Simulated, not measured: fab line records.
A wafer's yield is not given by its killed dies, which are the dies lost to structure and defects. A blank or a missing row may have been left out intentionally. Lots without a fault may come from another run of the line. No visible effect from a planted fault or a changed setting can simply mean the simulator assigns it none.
A lot that was struck, set against a sound lot / flow sfqLine / 14 steps out of a route of 325
Sound: these wafers, L442.2, L442.3, L442.4. Wafers L449.2, L449.3, L449.4 were the ones struck. At the end, the cause is stated.
At each step with rows: each side's tool, then ch and its chambers, then its first start. Under that, the readings that differ: sound wafers / struck wafers / difference of the means / sigmas: that difference in standard deviations of wafers without a fault.
alike: a reading whose means differ by less than 2 such deviations, as well as words and numbers matching on both sides. not compared: withheld readings; readings where some wafer has no value; bounds like >300 that might hide an equal value; numbers whose values overlap and for which the record gives no deviation.
A row with sigmas, a row that says differs or no value, or rows on one side alone: a step with any of these is where the two part. Non-overlapping numbers with no deviation appear without sigmas and do not part them. Lack of a reading on every wafer of one side parts them only where that side has two or more wafers.

SFQ_TRILAYER_I1_DEP_PECVD_045: deposits SiO2 from SiH4/N2O, time 111.11 s, target thk 500 nm.
  sound on pecvd-04 ch 0,1, day 24 04:28; struck on pecvd-01 ch 0,1, day 28 00:36
  alike: heaterPowerW, throttleValvePct
SFQ_TRILAYER_I1_CMP_CMP_046: polishes SiO2.
  sound on cmp-02 ch 0,1,3, day 24 05:01; struck on cmp-01 ch 0,2,3, day 28 00:41
  alike: edgeZonePressureFrac, motorCurrentA, slurryFilterDpKPa, timeToEndpointS
SFQ_I1_BOW_MEAS_912:
  sound on filmMetro-01 at day 24 08:02; struck on filmMetro-02 at day 28 03:42
  alike: I1_BOW
SFQ_TRILAYER_I1_METRO_MEASURE_047:
  sound on filmMetro-01 at day 24 08:20; struck on filmMetro-02 at day 28 04:00
reading=thkNm (nm); sound=199.4 200.2 199.8; struck=202.3 201.9 202.7; difference=+2.5; sigmas=+3
then, 6 steps without rows for these wafers: SFQ_TRILAYER_I1_VIA_LITHO_COAT_054 (resist thk 62 nm); SFQ_TRILAYER_I1_VIA_LITHO_COAT_049 (resist thk 650 nm); SFQ_TRILAYER_I1_VIA_LITHO_SOFTBAKE_053; SFQ_TRILAYER_I1_VIA_LITHO_EXPOSE_050 (exposes mask I1, target cd 500 nm); SFQ_TRILAYER_I1_VIA_LITHO_PEB_052 (peb time 60 s); SFQ_TRILAYER_I1_VIA_LITHO_DEVELOP_051 (time 60 s).
-- the record jumps here: 7 days lie between the struck wafers' starts before and after --
SFQ_I1_OVL_MEAS_913:
  sound on overlay-02 at day 30 23:32; struck on overlay-01 at day 34 22:58
  alike: I1_OVL
SFQ_TRILAYER_I1_VIA_BARC_OPEN_VIA_ETCH_071: etches BARC in O2, target depth 125 nm, time 41.7 s.
  sound on rieDiel-01 ch 0,1,3, day 30 23:34; struck on rieDiel-02 ch 0,1,3, day 34 23:00
  alike: biasW, drypumpMotorCurrentA, oesProductAu, rfFwdPowerW
  not compared: rfHoursCounterH
SFQ_TRILAYER_I1_VIA_ETCH_VIA_ETCH_052: etches SiO2 in CHF3, stops on Nb, target depth 260 nm.
  sound on rieDiel-01 ch 0,1,3, day 30 23:37; struck on rieDiel-02 ch 0,1,3, day 34 23:02
reading=rfFwdPowerW (W); sound=497.7 497.4 496.2; struck=419.8 418.4 419.0; difference=-78.0; sigmas=-49
  alike: biasW, drypumpMotorCurrentA, oesProductAu
  not compared: model.KrF_of_TRILAYER_I1_VIA_LITHO_COAT_049.thkNm
SFQ_TRILAYER_I1_VIA_STRIP_STRIP_053: strips in O2.
  sound on rieMetal-01 ch 0,1, day 30 23:43; struck on rieMetal-01 ch 0,1, day 34 23:09
  alike: drypumpMotorCurrentA, oesProductAu
  not compared: rfHoursCounterH

WHERE THEY PART
At SFQ_TRILAYER_I1_METRO_MEASURE_047 first; at SFQ_TRILAYER_I1_VIA_ETCH_VIA_ETCH_052 last (within this record only). Later steps at which nothing parts them and some readings are alike: SFQ_TRILAYER_I1_VIA_STRIP_STRIP_053.

WHY: what the simulator had put in
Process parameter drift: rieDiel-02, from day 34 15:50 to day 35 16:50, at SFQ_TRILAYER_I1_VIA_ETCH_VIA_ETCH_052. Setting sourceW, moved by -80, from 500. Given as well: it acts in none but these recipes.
